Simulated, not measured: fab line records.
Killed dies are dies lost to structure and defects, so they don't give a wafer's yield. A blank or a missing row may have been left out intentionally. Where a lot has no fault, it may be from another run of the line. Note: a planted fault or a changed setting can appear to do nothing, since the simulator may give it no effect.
Which tool is to blame? | flow gf180mcu | Sampling: 6 lots, 18 wafers, 2 of 602 route steps

== WHAT EACH GAUGE READ, for each wafer ==
GF_NWELL_TW_MEAS_11.
lot  | measured    | on            | NWELL_TW
L941 | day 3 13:10 | film-metro-04 | 1596 1601 1599
L943 | day 4 00:28 | film-metro-04 | 1590 1597 1599
L946 | day 4 16:06 | film-metro-03 | 1923 1922 1910
L952 | day 6 04:56 | film-metro-04 | 1952 1948 1963
L958 | day 7 09:13 | film-metro-03 | 1573 1585 1582
L962 | day 8 10:37 | film-metro-01 | 1566 1567 1568

== EACH LOT AND THE TOOL THAT RAN IT (in order: tool; ch and the chambers of the sampled wafers; start) ==
lot  | GF_NWELL_IMPLANT_08
L941 | implanter-02 ch 0, day 3 12:46
L943 | implanter-03 ch 0, day 4 00:04
L946 | implanter-04 ch 0, day 4 15:25
L952 | implanter-03 ch 0, day 6 04:13
L958 | implanter-02 ch 0, day 7 08:51
L962 | implanter-02 ch 0, day 8 10:14
- GF_NWELL_IMPLANT_08

== THE ANSWER, worked out from the rows above alone ==
Rule: the usual values come from the lots themselves. The widest of any qualifying gaps counts: lots, ordered by their means at a reading, are off when they make up no more than a third of the lots, leave a main group of 4 or more, and stand apart from it by 3 or more times the standard deviation of that group's means. A main group is skipped when, at the precision printed for the reading in the tables above, its means are all equal. Also off: a lot with no number at a reading for which 4 or more lots have one. All remaining lots with rows at the step are treated as sound.
Off: L946, L952, seen at GF_NWELL_TW_MEAS_11 (NWELL_TW). For the main group the mean is 1585 and the standard deviation 13.
If a tool, at a process step before that reading, ran all the lots that are off and no sound lot after the first of them, it fits. The gauges at GF_NWELL_TW_MEAS_11 are tried like those tools. Not one of the candidates tried fits.

== WHAT THE SIMULATOR PUT IN ==
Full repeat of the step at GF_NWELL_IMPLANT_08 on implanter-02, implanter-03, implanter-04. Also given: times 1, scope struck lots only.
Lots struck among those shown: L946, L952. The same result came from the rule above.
